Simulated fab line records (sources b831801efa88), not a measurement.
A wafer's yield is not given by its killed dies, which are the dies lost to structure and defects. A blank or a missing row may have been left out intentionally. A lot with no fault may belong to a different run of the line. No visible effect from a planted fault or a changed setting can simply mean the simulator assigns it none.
fab line records	flow sky130
record lots=24	wafers=72	last_day=51
route steps=708 shown FIELD_ISO@15 GATE_OXIDE@200 POLY_GATE@230 SD_N@349 METAL4@633 VIA4@657
lots that met no fault: from a run of the same line without faults
start_h: hours from the record's opening day to when the first of the lot's shown wafers began	wait_h: hours elapsed since this lot's preceding step	" as in the row above	L1.1+2: several wafers, shown together as one row	- no value present, or no start provided	* or withheld: withheld	< > ~ a bound
route shown NAME@n: names a module that has steps shown in the file, with the first one's number in the route	usual: average and standard deviation across the fault-free wafers	same: alike in all rows	chamber/n: place in a boat	sites: per-site readings	_std_site: standard deviation across them	_edge_site: the outer-site mean with the inner-site mean subtracted	radius_mm: for every site, how far away it sits from the centre of the wafer	mask NAME#n: copy n	behind: the most recent tool/chamber to have shaped the wafer	hold: what put the lot on hold/how long, in hours/how the hold closed	device: names the non-switching transistor (n, p or np)	end of line: tests run on the same wafers once the route is complete	step lacking rows: just its recipe	killed: dies lost to structure and defects at the first sort, not the wafer's yield	map: a wafer's dies, x killed, . not, _ none there
set.NAME: setting as actually run; set.NAME@STEP: the setting as run at that earlier step	model.NAME: the simulator's own value behind a step, which no gauge read
steps of the route over a sample of lots; a table a step, a row a wafer
services: from which hour (start_h, from the record's first day; less than 0 if before it) a tool's chamber was out of use, for how many hours, and why
## steps
# step SKY_FIELD_ISO_ETCH_14
# recipe chemistry=N2/H2	target=BARC	ion_energy_ev=200	source_w=500	bias_w=100	pressure_mtorr=30	n2_flow_sccm=100	h2_flow_sccm=200	stop_on=SiO2	time_s=45.9	target_depth_a=600
# usual drypump_motor_current_A=5.8/0.4	oes_product_au=0.854/0.0045	throttle_valve_pct=13.225/0.0086
lot.wafer	tool	chamber	start_h	wait_h	drypump_motor_current_A	oes_product_au	rf_hours_counter_h	throttle_valve_pct
L074.3	rie_diel-02	1	32.66	0.1	5.7	0.855	7	13.213
L074.4	"	3	"	"	5.4	0.857	2	13.234
L074.5	"	2	"	"	5.8	0.853	-	13.213
L076.2	rie_diel-02	3	41.91	0.1	5.4	0.858	2	13.220
L076.3	"	1	"	"	5.7	0.847	7	13.222
L076.5	"	2	"	"	5.8	0.850	-	13.222
L075.2	rie_diel-03	3	42.26	0.1	6.4	0.863	37	13.211
L075.3	"	2	"	"	6.4	0.855	3	13.222
L075.5	"	2	"	"	6.4	0.853	-	13.235
L077.2	rie_diel-02	2	48.16	0.1	5.9	0.860	57	13.225
L077.5	"	0	"	"	5.9	0.855	-	13.223
L077.6	"	1	"	"	5.7	0.862	-	13.220
L078.2	rie_diel-02	1	49.66	0.1	5.7	0.856	7	13.220
L078.3	"	2	"	"	5.8	0.854	57	13.222
L078.4	"	0	"	"	6.0	0.850	14	13.230
L079.1	rie_diel-03	0	55.19	0.1	5.5	0.852	149	13.219
L079.2	"	2	"	"	6.4	0.847	3	13.220
L079.4	"	0	"	"	5.5	0.861	-	13.224
L080.1	rie_diel-01	2	58.51	0.1	5.4	0.856	3	13.237
L080.2	"	3	"	"	5.0	0.859	100	13.227
L080.6	"	0	"	"	5.8	0.852	-	13.227
L081.3	rie_diel-03	1	66.24	0.1	5.9	0.859	0	13.235
L081.5	"	1	"	"	5.9	0.855	-	13.202
L081.6	"	2	"	"	6.4	0.856	-	13.217
L082.4	rie_diel-03	0	71.46	0.0	5.5	0.853	149	13.222
L082.5	"	2	"	"	6.4	0.850	-	13.227
L082.6	"	3	"	"	6.5	0.856	-	13.204
L083.2	rie_diel-01	2	76.41	0.1	5.4	0.854	4	13.221
L083.5	"	2	"	"	5.5	0.854	-	13.225
L083.6	"	3	"	"	4.9	0.856	-	13.227
L084.2	rie_diel-03	3	80.06	0.1	6.5	0.854	38	13.242
L084.3	"	1	"	"	5.9	0.852	0	13.221
L084.6	"	3	"	"	6.4	0.846	-	13.226
L085.2	rie_diel-03	1	84.86	0.1	5.9	0.850	0	13.241
L085.3	"	2	"	"	6.4	0.854	4	13.230
L085.5	"	3	"	"	6.5	0.849	-	13.227
L086.1	rie_diel-01	2	90.89	0.1	5.5	0.861	4	13.232
L086.2	"	3	"	"	5.0	0.852	100	13.227
L086.5	"	2	"	"	5.5	0.854	-	13.230
L087.3	rie_diel-03	1	96.39	0.1	5.9	0.849	1	13.220
L087.4	"	2	"	"	6.4	0.855	4	13.230
L087.6	"	1	"	"	5.9	0.851	-	13.231
L088.2	rie_diel-01	0	101.11	0.1	5.9	0.859	65	13.227
L088.3	"	2	"	"	5.4	0.860	4	13.215
L088.5	"	1	"	"	6.1	0.858	-	13.219
L089.1	rie_diel-02	2	108.74	0.1	5.8	0.851	59	13.221
L089.2	"	3	"	"	5.4	0.854	3	13.235
L089.3	"	1	"	"	5.7	0.849	8	13.240
L090.3	rie_diel-01	2	111.99	0.1	5.5	0.855	4	13.227
L090.4	"	1	"	"	6.1	0.853	156	13.226
L090.6	"	3	"	"	5.0	0.852	-	13.221
L091.3	rie_diel-02	3	115.91	0.1	5.5	0.854	3	13.215
L091.4	"	1	"	"	5.7	0.851	9	13.233
L091.5	"	1	"	"	5.7	0.850	-	13.234
L092.2	rie_diel-02	3	122.54	0.1	5.4	0.857	3	13.233
L092.4	"	2	"	"	5.8	0.851	59	13.215
L092.6	"	0	"	"	5.9	0.853	-	13.230
L093.3	rie_diel-01	1	127.01	0.1	6.1	0.849	156	13.225
L093.5	"	2	"	"	5.4	0.854	-	13.213
L093.6	"	1	"	"	6.1	0.855	-	13.221
L094.3	rie_diel-02	1	132.46	0.1	5.7	0.846	9	13.227
L094.4	"	3	"	"	5.5	0.853	4	13.228
L094.5	"	3	"	"	5.5	0.856	-	13.223
L095.2	rie_diel-03	2	140.76	0.1	6.4	0.858	5	13.229
L095.3	"	3	"	"	6.4	0.859	40	13.213
L095.4	"	0	"	"	5.6	0.853	150	13.229
L096.1	rie_diel-02	2	146.36	0.1	5.8	0.849	59	13.230
L096.3	"	3	"	"	5.5	0.853	4	13.234
L096.6	"	3	"	"	5.5	0.841	-	13.225
L097.1	rie_diel-03	3	147.69	0.1	6.5	0.853	40	13.237
L097.2	"	2	"	"	6.4	0.858	5	13.235
L097.6	"	3	"	"	6.5	0.856	-	13.224
# step SKY_GATE_OXIDE_STRIP_13
# recipe chemistry=O2/N2	power_w=1400	pressure_mtorr=1500	platen_temp_c=withheld	o2_flow_sccm=3000	n2_flow_sccm=300	overash_fraction=0.5
# usual drypump_motor_current_A=6.0/0.33	oes_product_au=0.716/0.0047	strip_time_to_endpoint_s=14.17/0.043
lot.wafer	tool	chamber	start_h	wait_h	drypump_motor_current_A	oes_product_au	rf_hours_counter_h	strip_time_to_endpoint_s
L074.3	plasma_asher-01	1	310.86	0.0	6.0	0.718	-	14.21
L074.4	"	0	"	"	5.8	0.718	-	14.16
L074.5	"	0	"	"	5.8	0.722	-	14.18
L075.2	plasma_asher-01	0	331.89	0.0	5.8	0.707	66	14.21
L075.3	"	1	"	"	6.0	0.720	-	14.18
L075.5	"	1	"	"	6.0	0.713	-	14.16
L076.2	plasma_asher-04	1	332.03	0.0	5.8	0.718	50	14.12
L076.3	"	0	"	"	6.4	0.716	-	14.11
L076.5	"	1	"	"	5.8	0.718	-	14.16
L077.2	plasma_asher-01	1	344.18	0.0	6.0	0.725	67	14.18
L077.5	"	0	"	"	5.8	0.712	-	14.22
L077.6	"	1	"	"	6.0	0.704	-	14.19
L078.2	plasma_asher-01	1	348.23	0.0	6.0	0.721	67	14.15
L078.3	"	1	"	"	6.0	0.719	-	14.13
L078.4	"	0	"	"	5.8	0.712	-	14.15
L079.1	plasma_asher-01	0	352.84	0.0	5.8	0.718	68	14.12
L079.2	"	1	"	"	6.0	0.713	68	14.14
L079.4	"	1	"	"	6.0	0.711	-	14.15
L080.1	plasma_asher-04	1	352.93	0.0	5.8	0.717	52	14.29
L080.2	"	0	"	"	6.4	0.715	52	14.28
L080.6	"	0	"	"	6.4	0.712	-	14.27
L081.3	plasma_asher-01	1	367.71	0.0	6.0	0.713	-	14.18
L081.5	"	1	"	"	6.0	0.711	-	14.15
L081.6	"	0	"	"	5.8	0.714	-	14.19
L082.4	plasma_asher-04	0	380.16	0.0	6.4	0.718	-	14.21
L082.5	"	0	"	"	6.4	0.723	-	14.21
L082.6	"	1	"	"	5.8	0.719	-	14.20
L083.2	plasma_asher-03	1	386.33	0.0	5.5	0.708	67	14.16
L083.5	"	0	"	"	6.6	0.709	-	14.17
L083.6	"	1	"	"	5.5	0.719	-	14.17
L084.2	plasma_asher-01	1	389.83	0.0	6.0	0.725	71	14.18
L084.3	"	1	"	"	6.0	0.716	-	14.21
L084.6	"	1	"	"	6.0	0.721	-	14.18
L085.2	plasma_asher-04	1	407.77	0.0	5.8	0.721	58	14.18
L085.3	"	1	"	"	5.8	0.717	-	14.17
L085.5	"	1	"	"	5.8	0.726	-	14.14
L086.1	plasma_asher-01	0	408.28	0.0	5.8	0.715	73	14.23
L086.2	"	1	"	"	6.0	0.716	73	14.24
L086.5	"	1	"	"	6.0	0.708	-	14.21
L087.3	plasma_asher-04	1	424.26	0.0	5.8	0.711	-	14.11
L087.4	"	0	"	"	6.4	0.708	-	14.15
L087.6	"	0	"	"	6.4	0.722	-	14.16
L088.2	plasma_asher-03	1	439.18	0.0	5.4	0.716	73	14.16
L088.3	"	0	"	"	6.6	0.714	-	14.21
L088.5	"	0	"	"	6.6	0.717	-	14.16
L089.1	plasma_asher-04	0	449.62	0.0	6.4	0.720	62	14.17
L089.2	"	1	"	"	5.8	0.713	62	14.13
L089.3	"	1	"	"	5.8	0.712	-	14.10
L090.3	plasma_asher-03	1	456.21	0.0	5.4	0.717	-	14.13
L090.4	"	0	"	"	6.6	0.715	-	14.16
L090.6	"	1	"	"	5.4	0.718	-	14.15
L091.3	plasma_asher-03	0	456.41	0.0	6.6	0.709	-	14.21
L091.4	"	1	"	"	5.4	0.711	-	14.20
L091.5	"	1	"	"	5.5	0.725	-	14.20
L092.2	plasma_asher-03	0	467.88	0.0	6.6	0.717	75	14.10
L092.4	"	1	"	"	5.4	0.708	-	14.11
L092.6	"	1	"	"	5.5	0.711	-	14.11
L093.3	plasma_asher-01	1	476.36	0.0	6.0	0.711	-	14.10
L093.5	"	1	"	"	6.0	0.718	-	14.17
L093.6	"	0	"	"	5.8	0.723	-	14.17
L094.3	plasma_asher-04	0	478.02	0.0	6.3	0.716	-	14.15
L094.4	"	1	"	"	5.8	0.712	-	14.12
L094.5	"	0	"	"	6.4	0.716	-	14.13
L096.1	plasma_asher-01	1	534.37	0.0	6.0	0.709	9	14.14
L096.3	"	1	"	"	6.0	0.713	-	14.14
L096.6	"	1	"	"	6.0	0.715	-	14.12
L097.1	plasma_asher-04	1	535.42	0.0	5.8	0.710	71	14.18
L097.2	"	0	"	"	6.4	0.716	71	14.19
L097.6	"	1	"	"	5.8	0.717	-	14.18
L095.2	plasma_asher-01	0	536.62	0.0	5.8	0.724	9	14.15
L095.3	"	0	"	"	5.8	0.711	-	14.12
L095.4	"	1	"	"	6.0	0.717	-	14.20
# step SKY_POLY_GATE_ETCH_16
# recipe stop_on=poly-Si	chemistry=CH3F/O2	target=Si3N4	source_w=400	bias_w=80	pressure_mtorr=25	ch3f_flow_sccm=40	O2_flow_sccm=30	time_s=147.5	target_depth_a=750
# usual drypump_motor_current_A=5.9/0.34	oes_product_au=0.642/0.0049	throttle_valve_pct=10.535/0.0087
lot.wafer	tool	chamber	start_h	wait_h	drypump_motor_current_A	oes_product_au	rf_hours_counter_h	throttle_valve_pct
L074.3	rie_diel-04	1	374.53	0.0	5.9	0.644	69	10.541
L074.4	"	2	"	"	6.4	0.641	86	10.534
L074.5	"	2	"	"	6.4	0.640	-	10.550
L076.2	rie_diel-03	0	394.98	0.0	5.5	0.642	4	10.521
L076.3	"	3	"	"	6.4	0.638	45	10.543
L076.5	"	2	"	"	6.4	0.649	-	10.549
L075.2	rie_diel-02	1	395.16	0.0	5.7	0.638	15	10.524
L075.3	"	0	"	"	5.9	0.642	22	10.524
L075.5	"	0	"	"	5.9	0.647	-	10.530
L077.2	rie_diel-03	1	406.51	0.0	5.9	0.644	7	10.525
L077.5	"	2	"	"	6.4	0.647	-	10.533
L077.6	"	3	"	"	6.4	0.637	-	10.529
L078.2	rie_diel-02	2	411.96	0.0	5.8	0.652	64	10.541
L078.3	"	0	"	"	5.9	0.648	22	10.529
L078.4	"	1	"	"	5.7	0.648	15	10.532
L080.1	rie_diel-02	0	414.97	0.0	5.9	0.645	22	10.553
L080.2	"	2	"	"	5.8	0.645	64	10.536
L080.6	"	1	"	"	5.7	0.638	-	10.548
L079.1	rie_diel-02	2	416.82	0.0	5.8	0.643	64	10.535
L079.2	"	3	"	"	5.4	0.646	9	10.523
L079.4	"	1	"	"	5.7	0.644	15	10.535
L081.3	rie_diel-02	2	435.62	0.0	5.8	0.638	65	10.520
L081.5	"	1	"	"	5.7	0.648	-	10.550
L081.6	"	0	"	"	5.9	0.647	-	10.535
L083.2	rie_diel-04	2	452.33	0.0	6.4	0.636	87	10.532
L083.5	"	0	"	"	5.7	0.638	-	10.532
L083.6	"	1	"	"	5.8	0.643	-	10.536
L082.4	rie_diel-02	0	452.60	0.0	5.9	0.631	-	10.547
L082.5	"	3	"	"	5.4	0.648	-	10.537
L082.6	"	1	"	"	5.7	0.638	-	10.522
L084.2	rie_diel-03	3	461.56	0.0	6.4	0.640	46	10.529
L084.3	"	1	"	"	5.8	0.638	8	10.539
L084.6	"	0	"	"	5.5	0.638	-	10.525
L085.2	rie_diel-04	2	480.37	0.0	6.4	0.646	88	10.542
L085.3	"	0	"	"	5.6	0.644	6	10.544
L085.5	"	2	"	"	6.5	0.638	-	10.529
L086.1	rie_diel-03	3	480.43	0.0	6.5	0.634	46	10.537
L086.2	"	0	"	"	5.5	0.631	5	10.550
L086.5	"	1	"	"	5.9	0.634	-	10.534
L087.3	rie_diel-04	2	491.16	0.0	6.5	0.638	88	10.536
L087.4	"	3	"	"	5.9	0.639	79	10.525
L087.6	"	1	"	"	5.9	0.639	-	10.538
L088.2	rie_diel-04	3	506.01	0.0	5.9	0.636	79	10.539
L088.3	"	0	"	"	5.7	0.635	7	10.549
L088.5	"	3	"	"	5.9	0.649	-	10.539
L089.1	rie_diel-03	0	516.12	0.0	5.5	0.637	6	10.541
L089.2	"	2	"	"	6.4	0.642	13	10.535
L089.3	"	3	"	"	6.4	0.645	47	10.532
L090.3	rie_diel-03	0	522.27	0.0	5.5	0.649	6	10.531
L090.4	"	2	"	"	6.4	0.646	13	10.562
L090.6	"	3	"	"	6.4	0.644	-	10.534
L091.3	rie_diel-04	0	523.83	0.0	5.6	0.644	7	10.527
L091.4	"	0	"	"	5.6	0.643	-	10.527
L091.5	"	3	"	"	6.0	0.644	-	10.533
L092.2	rie_diel-03	3	534.03	0.0	6.4	0.646	47	10.528
L092.4	"	2	"	"	6.4	0.643	13	10.531
L092.6	"	2	"	"	6.4	0.651	-	10.531
L093.3	rie_diel-02	2	543.28	0.0	5.8	0.638	67	10.535
L093.5	"	1	"	"	5.7	0.635	-	10.538
L093.6	"	2	"	"	5.8	0.647	-	10.545
L094.3	rie_diel-03	0	544.28	0.0	5.5	0.645	6	10.536
L094.4	"	1	"	"	5.9	0.647	9	10.531
L094.5	"	3	"	"	6.4	0.639	-	10.545
L096.1	rie_diel-03	1	599.58	0.0	5.9	0.643	10	10.540
L096.3	"	0	"	"	5.5	0.639	7	10.534
L096.6	"	3	"	"	6.4	0.632	-	10.522
L097.1	rie_diel-02	3	600.31	0.0	5.4	0.646	13	10.540
L097.2	"	1	"	"	5.7	0.634	19	10.522
L097.6	"	1	"	"	5.7	0.640	-	10.535
L095.2	rie_diel-04	0	602.87	0.0	5.7	0.645	9	10.546
L095.3	"	3	"	"	5.9	0.648	1	10.556
L095.4	"	2	"	"	6.4	0.648	-	10.527
# step SKY_SD_N_CD_MEAS_07
# recipe target_cd_nm=380
# usual cd_nm=380.2/2.1
lot.wafer	tool	chamber	start_h	wait_h	cd_nm
L074.3	cd_sem-01	-	649.86	0.1	381.6
L074.4	"	-	"	"	383.5
L074.5	"	-	"	"	384.0
L076.2	cd_sem-01	-	676.69	0.1	380.7
L076.3	"	-	"	"	381.6
L076.5	"	-	"	"	381.7
L075.2	cd_sem-01	-	677.80	0.1	379.6
L075.3	"	-	"	"	375.8
L075.5	"	-	"	"	377.2
L078.2	cd_sem-01	-	685.06	0.1	383.7
L078.3	"	-	"	"	381.3
L078.4	"	-	"	"	382.7
L077.2	cd_sem-02	-	685.59	0.1	379.3
L077.5	"	-	"	"	381.4
L077.6	"	-	"	"	383.1
L079.1	cd_sem-02	-	692.14	0.1	378.1
L079.2	"	-	"	"	379.4
L079.4	"	-	"	"	379.7
L080.1	cd_sem-01	-	692.82	0.1	377.0
L080.2	"	-	"	"	377.4
L080.6	"	-	"	"	376.7
L081.3	cd_sem-01	-	710.97	0.1	382.8
L081.5	"	-	"	"	382.1
L081.6	"	-	"	"	383.3
L083.2	cd_sem-02	-	723.99	0.1	380.9
L083.5	"	-	"	"	380.1
L083.6	"	-	"	"	381.0
L082.4	cd_sem-02	-	725.64	0.1	376.8
L082.5	"	-	"	"	377.8
L082.6	"	-	"	"	380.2
L084.2	cd_sem-02	-	731.01	0.1	381.0
L084.3	"	-	"	"	382.0
L084.6	"	-	"	"	380.1
L085.2	cd_sem-01	-	749.89	0.1	380.3
L085.3	"	-	"	"	382.9
L085.5	"	-	"	"	381.6
L086.1	cd_sem-01	-	751.58	0.1	378.9
L086.2	"	-	"	"	377.9
L086.5	"	-	"	"	376.8
L087.3	cd_sem-01	-	755.28	0.1	379.1
L087.4	"	-	"	"	379.0
L087.6	"	-	"	"	381.3
L088.2	cd_sem-02	-	770.84	0.1	378.8
L088.3	"	-	"	"	381.2
L088.5	"	-	"	"	381.0
L089.1	cd_sem-02	-	781.54	0.1	382.0
L089.2	"	-	"	"	379.6
L089.3	"	-	"	"	379.4
L090.3	cd_sem-02	-	783.27	0.1	381.5
L090.4	"	-	"	"	381.1
L090.6	"	-	"	"	382.2
L091.3	cd_sem-02	-	785.37	0.1	376.2
L091.4	"	-	"	"	377.3
L091.5	"	-	"	"	378.9
L092.2	cd_sem-01	-	795.99	0.1	382.3
L092.4	"	-	"	"	380.1
L092.6	"	-	"	"	384.0
L094.3	cd_sem-02	-	805.91	0.1	379.1
L094.4	"	-	"	"	381.9
L094.5	"	-	"	"	381.7
L093.3	cd_sem-01	-	806.93	0.1	378.8
L093.5	"	-	"	"	379.5
L093.6	"	-	"	"	377.9
L096.1	cd_sem-01	-	852.82	0.1	380.4
L096.3	"	-	"	"	380.5
L096.6	"	-	"	"	382.8
L097.1	cd_sem-02	-	853.72	0.1	380.9
L097.2	"	-	"	"	381.8
L097.6	"	-	"	"	379.1
L095.2	cd_sem-02	-	856.36	0.1	376.2
L095.3	"	-	"	"	378.1
L095.4	"	-	"	"	378.3
# step SKY_METAL4_ETCH_17
# recipe target=SiO2	stop_on=TiN	chemistry=C4F8/O2/Ar	source_w=1500	bias_w=1200	pressure_mtorr=40	c4f8_flow_sccm=withheld	O2_flow_sccm=6	Ar_flow_sccm=300	time_s=3.9	target_depth_a=150
# usual oes_product_au=0.756/0.0076
lot.wafer	tool	chamber	start_h	wait_h	oes_product_au
L074.3	rie_diel-01	0	981.70	0.0	0.761
L074.4	"	3	"	"	0.778
L074.5	"	3	"	"	0.776
L076.2	rie_diel-01	1	1003.70	0.1	0.747
L076.3	"	3	"	"	0.751
L076.5	"	1	"	"	0.754
L075.2	rie_diel-03	1	1007.30	0.1	0.740
L075.3	"	3	"	"	0.741
L075.5	"	3	"	"	0.762
L078.2	rie_diel-04	3	1011.32	0.1	0.756
L078.3	"	0	"	"	0.748
L078.4	"	1	"	"	0.752
L077.2	rie_diel-03	1	1011.95	0.1	0.757
L077.5	"	0	"	"	0.758
L077.6	"	1	"	"	0.769
L079.1	rie_diel-01	3	1018.02	0.1	0.760
L079.2	"	2	"	"	0.753
L079.4	"	1	"	"	0.759
L080.1	rie_diel-04	0	1018.58	0.1	0.737
L080.2	"	1	"	"	0.764
L080.6	"	0	"	"	0.761
L081.3	rie_diel-01	0	1030.47	0.0	0.751
L081.5	"	2	"	"	0.767
L081.6	"	1	"	"	0.764
L083.2	rie_diel-01	2	1045.05	0.1	0.747
L083.5	"	3	"	"	0.750
L083.6	"	2	"	"	0.756
L082.4	rie_diel-04	0	1045.12	0.0	0.770
L082.5	"	3	"	"	0.769
L082.6	"	0	"	"	0.754
L084.2	rie_diel-01	2	1049.35	0.1	0.752
L084.3	"	3	"	"	0.737
L084.6	"	2	"	"	0.757
L085.2	rie_diel-04	2	1064.48	0.1	0.746
L085.3	"	1	"	"	0.751
L085.5	"	0	"	"	0.756
L086.1	rie_diel-04	2	1067.93	0.1	0.759
L086.2	"	0	"	"	0.751
L086.5	"	2	"	"	0.749
L087.3	rie_diel-01	0	1068.15	0.0	0.751
L087.4	"	2	"	"	0.756
L087.6	"	2	"	"	0.760
L088.2	rie_diel-03	1	1081.23	0.1	0.756
L088.3	"	0	"	"	0.754
L088.5	"	1	"	"	0.754
L089.1	rie_diel-01	1	1089.81	0.2	0.755
L089.2	"	0	"	"	0.750
L089.3	"	3	"	"	0.744
L090.3	rie_diel-01	1	1092.03	0.1	0.743
L090.4	"	3	"	"	0.738
L090.6	"	0	"	"	0.764
L091.3	rie_diel-03	1	1092.43	0.0	0.758
L091.4	"	2	"	"	0.766
L091.5	"	1	"	"	0.753
L092.2	rie_diel-01	3	1101.43	0.1	0.759
L092.4	"	0	"	"	0.758
L092.6	"	3	"	"	0.755
L094.3	rie_diel-03	0	1110.17	0.0	0.763
L094.4	"	1	"	"	0.761
L094.5	"	3	"	"	0.759
L093.3	rie_diel-01	0	1110.65	0.1	0.759
L093.5	"	2	"	"	0.767
L093.6	"	1	"	"	0.758
L096.1	rie_diel-03	3	1142.13	0.1	0.753
L096.3	"	0	"	"	0.755
L096.6	"	0	"	"	0.753
L097.1	rie_diel-03	0	1144.77	0.1	0.748
L097.2	"	1	"	"	0.759
L097.6	"	3	"	"	0.757
L095.2	rie_diel-04	3	1147.63	0.1	0.758
L095.3	"	2	"	"	0.748
L095.4	"	0	"	"	0.767
# step SKY_VIA4_CVD_18
# recipe material=W	target_thk_nm=505	time_s=152.14	temp_c=397.2	pressure_torr=40
# usual heater_power_w=905/100	susceptor_temp_C=397.23/0.22
lot.wafer	tool	chamber	start_h	wait_h	heater_power_w	susceptor_temp_C
L074.3	cvd_w-01	0	1005.49	0.1	931	397.43
L074.4	"	1	"	"	763	397.14
L074.5	"	1	"	"	801	397.20
L076.2	cvd_w-02	1	1029.49	0.0	1034	397.36
L076.3	"	1	"	"	1081	397.37
L076.5	"	0	"	"	872	397.10
L075.2	cvd_w-01	1	1032.21	0.0	778	397.18
L075.3	"	1	"	"	744	397.20
L075.5	"	1	"	"	795	397.13
L078.2	cvd_w-02	0	1036.35	0.0	889	397.40
L078.3	"	0	"	"	885	397.32
L078.4	"	1	"	"	1086	397.76
L077.2	cvd_w-01	0	1037.25	0.0	916	397.38
L077.5	"	1	"	"	782	397.24
L077.6	"	0	"	"	900	397.25
L079.1	cvd_w-02	1	1042.65	0.0	1062	397.19
L079.2	"	0	"	"	883	396.96
L079.4	"	1	"	"	1055	397.09
L080.1	cvd_w-01	1	1043.59	0.0	767	397.49
L080.2	"	0	"	"	911	397.36
L080.6	"	1	"	"	789	397.20
L081.3	cvd_w-02	1	1054.78	0.1	1061	397.04
L081.5	"	0	"	"	879	396.91
L081.6	"	1	"	"	1072	396.94
L083.2	cvd_w-01	0	1068.17	0.0	918	397.51
L083.5	"	1	"	"	787	396.85
L083.6	"	0	"	"	873	397.40
L082.4	cvd_w-02	1	1068.51	0.1	1061	397.24
L082.5	"	1	"	"	1093	397.24
L082.6	"	0	"	"	880	397.15
L084.2	cvd_w-02	1	1072.15	0.0	1055	397.69
L084.3	"	1	"	"	1066	397.28
L084.6	"	0	"	"	879	396.97
L085.2	cvd_w-01	0	1087.54	0.0	897	396.92
L085.3	"	0	"	"	935	397.13
L085.5	"	0	"	"	889	397.14
L086.1	cvd_w-01	1	1091.04	0.0	796	396.95
L086.2	"	0	"	"	913	396.98
L086.5	"	0	"	"	906	397.09
L087.3	cvd_w-02	1	1091.34	0.1	1087	397.23
L087.4	"	0	"	"	868	397.50
L087.6	"	1	"	"	1073	397.12
L088.2	cvd_w-01	1	1103.47	0.0	752	397.21
L088.3	"	1	"	"	784	397.04
L088.5	"	1	"	"	785	397.28
L089.1	cvd_w-01	1	1113.12	0.0	771	397.20
L089.2	"	0	"	"	922	397.36
L089.3	"	1	"	"	781	397.28
L090.3	cvd_w-02	0	1115.08	0.1	896	397.48
L090.4	"	1	"	"	1040	397.34
L090.6	"	0	"	"	865	397.75
L091.3	cvd_w-01	0	1115.23	0.1	899	396.91
L091.4	"	1	"	"	811	397.15
L091.5	"	1	"	"	788	397.00
L092.2	cvd_w-01	1	1123.49	0.0	773	397.19
L092.4	"	0	"	"	893	397.20
L092.6	"	1	"	"	790	397.32
L094.3	cvd_w-02	0	1131.60	0.1	911	397.00
L094.4	"	1	"	"	1082	397.59
L094.5	"	1	"	"	1087	397.31
L093.3	cvd_w-02	1	1132.27	0.1	1086	397.45
L093.5	"	0	"	"	877	397.32
L093.6	"	1	"	"	1066	397.53
L096.1	cvd_w-02	1	1161.76	0.0	1089	396.95
L096.3	"	1	"	"	1064	397.00
L096.6	"	1	"	"	1055	396.99
L097.1	cvd_w-01	1	1164.22	0.0	791	397.12
L097.2	"	0	"	"	920	397.19
L097.6	"	0	"	"	922	397.68
L095.2	cvd_w-01	1	1167.71	0.0	780	397.05
L095.3	"	1	"	"	775	396.95
L095.4	"	0	"	"	902	396.93
## services
tool	chamber	start_h	hours	kind
rie_diel-03	2	59.01	2.3	repair
rie_diel-02	3	102.79	3.7	repair
rie_diel-01	1	140.03	1.5	repair
rie_diel-02	-	234.01	2.8	pm
rie_diel-02	3	245.37	5.2	repair
rie_diel-03	3	290.90	20.0	repair
rie_diel-02	0	305.75	6.3	repair
rie_diel-01	-	320.80	1.0	repair
rie_diel-03	1	329.65	8.4	repair
rie_diel-03	0	337.62	6.2	repair
rie_diel-03	-	339.33	0.3	repair
rie_diel-03	-	373.02	0.7	repair
rie_diel-03	-	409.55	2.8	pm
rie_diel-03	1	584.00	3.7	repair
rie_diel-03	3	626.52	2.3	repair
rie_diel-03	-	695.88	4.3	repair
rie_diel-03	2	698.08	3.5	repair
rie_diel-03	2	860.47	7.9	repair
rie_diel-03	0	868.68	2.4	repair
rie_diel-03	3	899.94	4.7	repair
rie_diel-03	0	959.98	5.4	repair
rie_diel-03	3	990.68	4.2	repair
rie_diel-03	2	998.88	7.7	repair
rie_diel-03	3	1037.54	25.8	repair
## key
fault none
